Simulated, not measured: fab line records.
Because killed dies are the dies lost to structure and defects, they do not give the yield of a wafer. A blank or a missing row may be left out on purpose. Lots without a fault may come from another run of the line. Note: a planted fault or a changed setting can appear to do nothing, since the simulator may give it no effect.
Which tool did it? | flow sky130 | 36 wafers from 12 lots sampled at 5 of the route's 708 steps

WHAT THE GAUGES READ, wafer by wafer
SKY_PWDE_OVL_MEAS_07. Usual: PWDE_OVL typically reads -0.4 nm, with standard deviation 1.5.
lot  | measured    | on         | PWDE_OVL (nm)  | flag
L889 | day 3 22:01 | overlay-01 | -1.6 -1.3 -0.6 | 
L890 | day 4 00:20 | overlay-02 | 1.4 2.0 1.1    | 
L891 | day 4 08:39 | overlay-02 | -2.1 -0.4 -1.9 | 
L892 | day 4 11:51 | overlay-01 | -1.2 0.9 2.0   | 
L893 | day 4 17:14 | overlay-02 | -1.7 -1.0 -1.1 | 
L895 | day 5 06:31 | overlay-02 | -2.3 -1.9 -1.0 | 
L896 | day 5 11:16 | overlay-01 | 2.0 1.4 2.6    | 
L897 | day 5 18:24 | overlay-02 | -2.0 -1.9 -1.3 | 
L904 | day 7 06:41 | overlay-01 | -0.7 -0.2 -2.0 | 
L905 | day 7 14:23 | overlay-02 | 0.5 0.5 -0.9   | 
L911 | day 9 05:46 | overlay-01 | -0.4 1.4 1.7   | 
L912 | day 9 06:43 | overlay-01 | -1.0 0.8 0.9   | 

SKY_PWDE_TW_MEAS_10. Usual: PWDE_TW typically reads 375, with standard deviation 3.5.
lot  | measured    | on           | PWDE_TW                 | flag
L889 | day 3 22:19 | filmMetro-04 | 375 375 376             | 
L890 | day 4 00:37 | filmMetro-02 | 374 373 372             | 
L891 | day 4 08:56 | filmMetro-04 | 376 374 377             | 
L892 | day 4 12:08 | filmMetro-04 | 375 376 374             | 
L893 | day 4 17:31 | filmMetro-04 | 374 374 375             | 
L895 | day 5 06:49 | filmMetro-02 | 372 374 372             | 
L896 | day 5 11:34 | filmMetro-04 | 374 373 377             | 
L897 | day 5 18:41 | filmMetro-04 | 375 376 375             | 
L904 | day 7 07:00 | filmMetro-02 | 435 433 433 434 436 435 | OFF
L905 | day 7 14:40 | filmMetro-04 | 441 441 440 439 442 440 | OFF
L911 | day 9 06:04 | filmMetro-04 | 381 378 379             | 
L912 | day 9 07:00 | filmMetro-02 | 374 375 374             | 

SKY_NWELL_RS_MEAS_31: the measuring method here is four-point-probe. Usual: PWDE_RS typically reads 5270 ohm/sq, with standard deviation 18.
lot  | measured     | on           | PWDE_RS (ohm/sq)              | flag
L889 | day 5 10:21  | filmMetro-02 | 5264 5259 5253                | 
L890 | day 5 11:43  | filmMetro-02 | 5260 5280 5259                | 
L891 | day 5 20:05  | filmMetro-04 | 5281 5286 5305                | 
L892 | day 6 00:50  | filmMetro-03 | 5290 5268 5288                | 
L893 | day 6 06:15  | filmMetro-02 | 5277 5293 5296                | 
L895 | day 6 20:47  | filmMetro-03 | 5277 5273 5267                | 
L896 | day 7 02:53  | filmMetro-03 | 5277 5264 5278                | 
L897 | day 7 08:31  | filmMetro-03 | 5257 5269 5259                | 
L904 | day 9 00:28  | filmMetro-04 | 3613 3617 3620 3615 3611 3626 | OFF
L905 | day 9 09:49  | filmMetro-04 | 3612 3604 3611 3611 3614 3610 | OFF
L911 | day 11 04:49 | filmMetro-04 | 5273 5278 5284                | 
L912 | day 11 05:04 | filmMetro-02 | 5294 5306 5289                | 

SKY_SONOS_TUNNEL_CD_MEAS_07: target cd 410 nm. Usual: 410.0 nm for cdNm, sd 2.4.
lot  | measured     | on       | cdNm (nm)         | flag
L889 | day 11 09:26 | cdSem-01 | 409.1 408.2 407.6 | 
L890 | day 11 13:40 | cdSem-02 | 410.9 409.7 409.2 | 
L891 | day 11 23:32 | cdSem-01 | 411.8 411.6 412.8 | 
L892 | day 12 06:07 | cdSem-01 | 407.3 407.5 405.6 | 
L893 | day 12 12:46 | cdSem-01 | 406.4 405.6 407.1 | 
L895 | day 13 05:25 | cdSem-02 | 411.3 408.9 410.8 | 
L896 | day 13 18:07 | cdSem-02 | 410.8 411.6 410.9 | 
L897 | day 14 01:25 | cdSem-02 | 413.1 407.8 411.4 | 
L911 | day 19 02:19 | cdSem-01 | 409.9 410.1 410.5 | 
L912 | day 19 04:31 | cdSem-01 | 410.6 411.3 408.4 | 

WHAT TOOL EACH LOT RAN ON (gives the tool, then ch and the chambers of the sampled wafers, and finally the start)
lot  | SKY_PWDE_IMPLANT_08
L889 | implanter-02 ch 0, day 3 22:05
L890 | implanter-03 ch 0, day 4 00:23
L891 | implanter-01 ch 0, day 4 08:41
L892 | implanter-02 ch 0, day 4 11:53
L893 | implanter-03 ch 0, day 4 17:17
L895 | implanter-03 ch 0, day 5 06:34
L896 | implanter-02 ch 0, day 5 11:19
L897 | implanter-02 ch 0, day 5 18:26
L904 | implanter-03 ch 0, day 7 06:44
L905 | implanter-03 ch 0, day 7 14:26
L911 | implanter-01 ch 0, day 9 05:50
L912 | implanter-02 ch 0, day 9 06:46
- SKY_PWDE_IMPLANT_08

AS READ BY THE TOOLS THEMSELVES (means over the sampled wafers that have a number; for cases with no such wafer, the mark the record gives instead)
SKY_PWDE_IMPLANT_08. Usual: doseIonsCm2 3.6e+12, standard deviation 4.5e+09; faradayCurrentUA 20.3, standard deviation 0.41.
lot  | tool         | doseIonsCm2 | faradayCurrentUA | flag
L889 | implanter-02 | 3.6e+12     | 20.9             | 
L890 | implanter-03 | 3.6e+12     | 19.9             | 
L891 | implanter-01 | 3.6e+12     | 20.1             | 
L892 | implanter-02 | 3.6e+12     | 20.1             | 
L893 | implanter-03 | 3.6e+12     | 20.4             | 
L895 | implanter-03 | 3.6e+12     | 20.1             | 
L896 | implanter-02 | 3.6e+12     | 20.5             | 
L897 | implanter-02 | 3.6e+12     | 20.1             | 
L904 | implanter-03 | 5.9e+12     | 33.4             | OFF
L905 | implanter-03 | 5.9e+12     | 33.4             | OFF
L911 | implanter-01 | 3.6e+12     | 20.1             | 
L912 | implanter-02 | 3.6e+12     | 20.4             | 

THE ANSWER, worked out from the rows above alone
Rule: lot off if the mean of its wafers having a number is beyond 3 standard deviations from the usual mean. Also off: a lot with no number at a reading for which 4 or more lots have one. Where the step has rows for the other lots, those lots are counted as sound. After the gauges, taken in route order, come the tools' own readings; for these a lot's mean is taken, as printed above. At the first step where some lot is off, the reading lying furthest off is the one used; lots without a number count as furthest.
Off: L904, L905, at SKY_PWDE_TW_MEAS_10 (PWDE_TW).
A tool fits if, at a process step before that reading, it ran every lot that is off, and no sound lot after the first of them. Not tried: the gauges at SKY_PWDE_TW_MEAS_10; whatever is off there is also off at SKY_PWDE_IMPLANT_08, on other tools, and gauge error can't account for it. One candidate fits, namely implanter-03 at SKY_PWDE_IMPLANT_08. Its last sound lot is L895 (day 5 06:34), its first lot that is off L904 (day 7 06:44): a fault that began between those two fits.
The tool's own readings at SKY_PWDE_IMPLANT_08 bear it out: on the lots that are off they differ by more than 5 times the standard deviation of the sound lots' means. doseIonsCm2 reads 5.9e+12 there against 3.6e+12 on the sound lots; faradayCurrentUA reads 33.4 there against 20.3 on the sound lots.

WHAT WAS PUT IN BY THE SIMULATOR
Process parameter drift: implanter-03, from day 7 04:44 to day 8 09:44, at SKY_PWDE_IMPLANT_08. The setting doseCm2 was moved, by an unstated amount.
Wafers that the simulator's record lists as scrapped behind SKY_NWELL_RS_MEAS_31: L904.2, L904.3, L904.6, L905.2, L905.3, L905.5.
Lots struck among those shown: L904, L905. This agrees with what the rule above found.
